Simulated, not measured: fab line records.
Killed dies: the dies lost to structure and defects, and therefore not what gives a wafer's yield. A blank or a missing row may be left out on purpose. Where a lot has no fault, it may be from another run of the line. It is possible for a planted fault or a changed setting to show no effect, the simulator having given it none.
Chamber matching | flow sky130 | cmp-01 running SKY_VIA1_CMP_24: 4 sister chambers
The step polishes, stops on SiO2, t overpolish 15 s, target thk 0 nm. 4 wafers are shown with their chamber, then 7 later ones without.

== WAFERS, EACH WITH ITS CHAMBER ==
wafer  | chamber | time to endpoint s (s)
L310.3 | 3       | 63
L313.4 | 2       | 68
L315.1 | 0       | 65
L315.4 | 1       | 58

== WAFERS WITHOUT THEIR CHAMBER ==
wafer  | time to endpoint s (s)
L315.6 | 64
L316.1 | 69
L316.3 | 63
L316.4 | 71
L323.1 | 71
L323.4 | 62
L323.6 | 65

== WHICH CHAMBER EACH WENT THROUGH ==
wafer  | from the rows above          | in truth
L315.6 | can't be placed: 0 or 3 or 2 | 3
L316.1 | can't be placed: 2 or 0      | 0
L316.3 | can't be placed: 3 or 0      | 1
L316.4 | can't be placed: 2 or 0      | 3
L323.1 | can't be placed: 2 or 0      | 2
L323.4 | can't be placed: 3 or 0 or 1 | 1
L323.6 | can't be placed: 0 or 3 or 2 | 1
0 of 7 placed correctly. Cannot be placed on the basis of these rows: 7; the candidates contain the true chamber in 4. Wrongly placed: 0.
How it was worked out, from the rows above alone: a wafer's distance from a chamber is the root of the sum, over the readings, of the square of ((its reading less the chamber's mean) divided by the reading's scatter). The wafer belongs to the nearest chamber; if the next one is less than 2 further off, it can't be placed. A chamber's mean is the mean of its shown wafers. The scatter: root of mean squared gap, hidden wafer to nearest shown wafer, with one shown wafer a chamber.
